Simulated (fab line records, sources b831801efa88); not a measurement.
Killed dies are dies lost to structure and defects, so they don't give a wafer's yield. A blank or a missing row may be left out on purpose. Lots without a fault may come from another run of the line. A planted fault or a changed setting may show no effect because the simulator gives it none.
Problem report in the 8D (eight disciplines) form, filled by code | flow gf180mcu | the parts of the form that need people (team, actions taken, sign-off) are left out

1. THE PROBLEM
spin_speed_rpm at GF_TOP_METAL_COAT_09 reads a mean of 2827.1 rpm on 6 wafers of 2 lots; wafers without a fault read 3000.1 rpm with a standard deviation of 2.1. That is -82 standard deviations from the usual mean.
The step: resist thk 1500 nm.
First seen on wafer L790.4, day 31 08:26, on litho_track-02. The record holds 36 wafers of 12 lots with a number at this step. Rule for "out", or "out of limits": more than 4 standard deviations from the usual mean. The other wafers with a number count as sound.

2. WHAT IT IS AND WHAT IT IS NOT
question                    | is                     | is not
which readings at this step | spin_speed_rpm         | -
which lots                  | L790, L794             | L780, L781, L785, L786, L787, L788, L789, L798, L799, L800
which wafers of those lots  | all that have a number | -
read on which tools         | litho_track-02         | litho_track-03, litho_track-04
when                        | from day 31 08:26      | up to then (21 sound wafers); but 9 sound wafers of L798, L799, L800 came after

3. SUSPECTS, AND WHAT RULES EACH OUT
Counting: a tool at a process step up to the reading stays a suspect if it ran every lot that is out and no sound lot after the first of them.
- litho_track-02 at GF_TOP_METAL_COAT_09 (resist thk 1500 nm): kept. It ran every lot that is out, first L790 (day 31 08:26), and no sound lot after that; its last sound lot up to then is L788 (day 30 17:37). Its own readings are out on those wafers: spin_speed_rpm.
Left after counting: litho_track-02 at GF_TOP_METAL_COAT_09.

4. THE CAUSE (what the simulator had put in)
Process parameter drift: litho_track-02, from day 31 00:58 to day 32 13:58, at GF_TOP_METAL_COAT_09. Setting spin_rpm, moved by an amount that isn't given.
Counting left only this tool.

5. THE CHAIN OF EFFECTS, in route order
Each row: a reading whose mean over the struck wafers that have a number lies more than 3 standard deviations from the usual. Only readings for which the record gives a usual standard deviation are gone through. hours: the time from each lot's start at the first step in this table that gives one to its start at this step, as a median over the lots. sigmas: the change in usual standard deviations.
hours | step                  | reading                  | usual      | on struck wafers | change | sigmas
0     | GF_TOP_METAL_COAT_09  | spin_speed_rpm           | 3000.1 rpm | 2827.1           | -173.0 | -82
9     | GF_TOP_METAL_STRIP_17 | strip_time_to_endpoint_s | 13.45 s    | 14.00            | +0.55  | +6.8
The process steps in it:
- GF_TOP_METAL_COAT_09: resist thk 1500 nm.
- GF_TOP_METAL_STRIP_17: strips in O2/N2.

6. WHAT WOULD HAVE CAUGHT IT SOONER
In this record the first reading out of limits was taken at day 31 08:26, 7 hours after the fault began at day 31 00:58.
